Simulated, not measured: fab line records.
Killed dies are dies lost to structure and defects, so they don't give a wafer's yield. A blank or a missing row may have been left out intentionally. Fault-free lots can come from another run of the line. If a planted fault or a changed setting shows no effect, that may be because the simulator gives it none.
Chamber matching -- flow sfq line -- cmp-01 running SFQ_TRILAYER_I4_CMP_CMP_100: 4 sister chambers
The step polishes SiO2. 4 wafers are shown with their chamber, then 9 later ones without.

WAFERS PAIRED WITH THEIR CHAMBERS
wafer,chamber,motor current A (A)
L342.5,1,9.8
L351.1,0,11.4
L351.4,2,9.1
L351.6,3,12.6

WAFERS WITHOUT THEIR CHAMBER
wafer,motor current A (A)
L357.3,9.7
L357.1,10.7
L357.6,9.9
L358.1,10.9
L358.4,12.1
L358.5,11.1
L359.3,9.4
L359.1,11.1
L359.2,10.5

THE CHAMBER EACH PASSED THROUGH
wafer,from the rows above,in truth
L357.3,can't be placed: 1 or 2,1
L357.1,can't be placed: 0 or 1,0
L357.6,can't be placed: 1 or 2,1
L358.1,can't be placed: 0 or 1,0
L358.4,can't be placed: 3 or 0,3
L358.5,0,0
L359.3,can't be placed: 2 or 1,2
L359.1,0,0
L359.2,can't be placed: 1 or 0 or 2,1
Correctly placed: 2 of 9. Not placeable from these rows: 7 (in 7, the candidates include the true chamber). 0 placed wrongly.
How it was worked out, from the rows above alone: a wafer's distance from a chamber is the root of the sum, over the readings, of the square of ((its reading less the chamber's mean) divided by the reading's scatter). The wafer belongs to the nearest chamber; if the next one is less than 2 further off, it can't be placed. Each chamber's mean is taken over the wafers shown for it. The scatter (one wafer shown for each chamber): square how far every hidden wafer sits from the nearest shown wafer, average those squares and take the square root.
